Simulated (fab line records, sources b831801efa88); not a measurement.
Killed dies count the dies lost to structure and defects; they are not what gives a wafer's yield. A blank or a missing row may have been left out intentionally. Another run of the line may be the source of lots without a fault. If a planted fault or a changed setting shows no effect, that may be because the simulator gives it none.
Matching of chambers | flow gf180mcu | GF_V2_CMP_04 on cmp-02: 4 sister chambers
The step polishes SiO2. 4 wafers are shown with their chamber, then 7 later ones without.

== WAFERS, EACH WITH ITS CHAMBER ==
wafer  | chamber | motor-current-A (A)
L777.3 | 3       | 10.2
L779.3 | 2       | 11.6
L782.2 | 0       | 10.3
L782.3 | 1       | 11.6

== WAFERS MISSING THEIR CHAMBER ==
wafer  | motor-current-A (A)
L782.5 | 11.8
L784.1 | 11.0
L784.4 | 11.9
L784.6 | 11.8
L795.2 | 11.7
L795.4 | 10.5
L795.6 | 11.7

== CHAMBER TAKEN BY EACH ==
wafer  | from the rows above               | in truth
L782.5 | can't be placed: 1 or 2           | 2
L784.1 | can't be placed: 1 or 2 or 0 or 3 | 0
L784.4 | can't be placed: 1 or 2           | 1
L784.6 | can't be placed: 1 or 2           | 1
L795.2 | can't be placed: 1 or 2           | 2
L795.4 | can't be placed: 0 or 3           | 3
L795.6 | can't be placed: 1 or 2           | 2
Placed correctly: 0 of 7. Unplaceable from these rows: 7, with the true chamber sitting among the candidates in 7. Placed wrongly: 0.
How it was worked out, from the rows above alone: a wafer's distance from a chamber is the root of the sum, over the readings, of the square of ((its reading less the chamber's mean) divided by the reading's scatter). If the next closest chamber is less than 2 further off than the closest, the wafer can't be placed; otherwise it belongs to the closest. The mean given for a chamber averages the wafers shown for that chamber. The scatter: with one shown wafer a chamber, the root of the mean of the squares of how far each hidden wafer lies from its nearest shown one.
